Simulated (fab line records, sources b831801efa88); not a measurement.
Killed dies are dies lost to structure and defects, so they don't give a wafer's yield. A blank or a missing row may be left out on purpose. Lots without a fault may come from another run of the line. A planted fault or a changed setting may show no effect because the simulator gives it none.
Which tool did it? | flow sfq_line | 15 lots, 45 wafers sampled, at 2 steps of a route of 325

WHAT THE GAUGES READ, wafer by wafer
SFQ_L0V_OVL_MEAS_903. Usual: L0V_OVL -3 nm, standard deviation 4.6.
lot  | measured     | on         | L0V_OVL (nm) | flag
L710 | day 7 14:26  | overlay-01 | -1 -1 -1     |
L711 | day 7 22:22  | overlay-01 | -12 -13 -17  |
L712 | day 8 07:58  | overlay-01 | -1 0 -11     |
L713 | day 8 17:34  | overlay-02 | 6 2 -3       |
L714 | day 9 00:55  | overlay-01 | -6 -4 -7     |
L715 | day 9 08:07  | overlay-02 | 4 5 3        |
L716 | day 9 22:30  | overlay-02 | -6 -4 3      |
L717 | day 10 05:00 | overlay-02 | 7 2 -3       |
L718 | day 10 11:07 | overlay-02 | -16 -8 -7    |
L723 | day 11 17:06 | overlay-01 | -4 -7 -9     |
L726 | day 12 18:36 | overlay-02 | 53 55 56     | OFF
L727 | day 13 02:59 | overlay-01 | 54 49 53     | OFF
L728 | day 13 07:47 | overlay-02 | 48 53 46     | OFF
L731 | day 14 04:19 | overlay-02 | -4 4 0       |
L732 | day 14 13:55 | overlay-02 | -9 -6 -4     |

WHICH TOOL RAN EACH LOT (tool, then ch and the chambers of the sampled wafers, then the start)
lot  | SFQ_TRILAYER_L0_VIA_LITHO_EXPOSE_014
L710 | krf_scanner-01 ch 0, day 7 13:31
L711 | krf_scanner-01 ch 0, day 7 20:52
L712 | krf_scanner-01 ch 0, day 8 06:28
L713 | krf_scanner-01 ch 0, day 8 16:04
L714 | krf_scanner-02 ch 0, day 8 23:48
L715 | krf_scanner-02 ch 0, day 9 07:00
L716 | krf_scanner-02 ch 0, day 9 21:00
L717 | krf_scanner-01 ch 0, day 10 03:30
L718 | krf_scanner-01 ch 0, day 10 09:48
L723 | krf_scanner-01 ch 0, day 11 15:36
L726 | krf_scanner-02 ch 0, day 12 17:17
L727 | krf_scanner-02 ch 0, day 13 01:29
L728 | krf_scanner-02 ch 0, day 13 06:17
L731 | krf_scanner-01 ch 0, day 14 03:01
L732 | krf_scanner-01 ch 0, day 14 12:37
- SFQ_TRILAYER_L0_VIA_LITHO_EXPOSE_014: exposes mask L0V, target cd 700 nm.

WHAT THE TOOLS THEMSELVES READ (means of the sampled wafers that have a number; where no wafer has one, the mark that the record gives instead)
The record holds no such reading with a usual standard deviation.

THE ANSWER, worked out from the rows above alone
Rule: a lot is off if the mean of its wafers that have a number lies more than 3 standard deviations from the usual mean. A lot without any number at a reading at which 4 lots or more have one is off too. The other lots that the step has rows for count as sound. The gauges are gone through in route order, then the tools' own readings, and for those a lot's mean is taken as printed above. The first step at which some lot is off is used, and at that step the reading that is off furthest; a lot without a number counts as furthest.
Off: L726, L727, L728, at SFQ_L0V_OVL_MEAS_903 (L0V_OVL).
A tool fits if, at a process step before that reading, it ran every lot that is off, and no sound lot after the first of them. The gauges at SFQ_L0V_OVL_MEAS_903 are tried like those tools. One fits: krf_scanner-02 at SFQ_TRILAYER_L0_VIA_LITHO_EXPOSE_014. Its last sound lot is L716 (day 9 21:00), its first lot that is off L726 (day 12 17:17): a fault that began between those two fits.

WHAT THE SIMULATOR HAD PUT IN
Scanner matching overlay: krf_scanner-02, from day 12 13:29 on, at SFQ_TRILAYER_L0_VIA_LITHO_EXPOSE_014. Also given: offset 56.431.
Lots struck among those shown: L726, L727, L728. The rule above found the same.
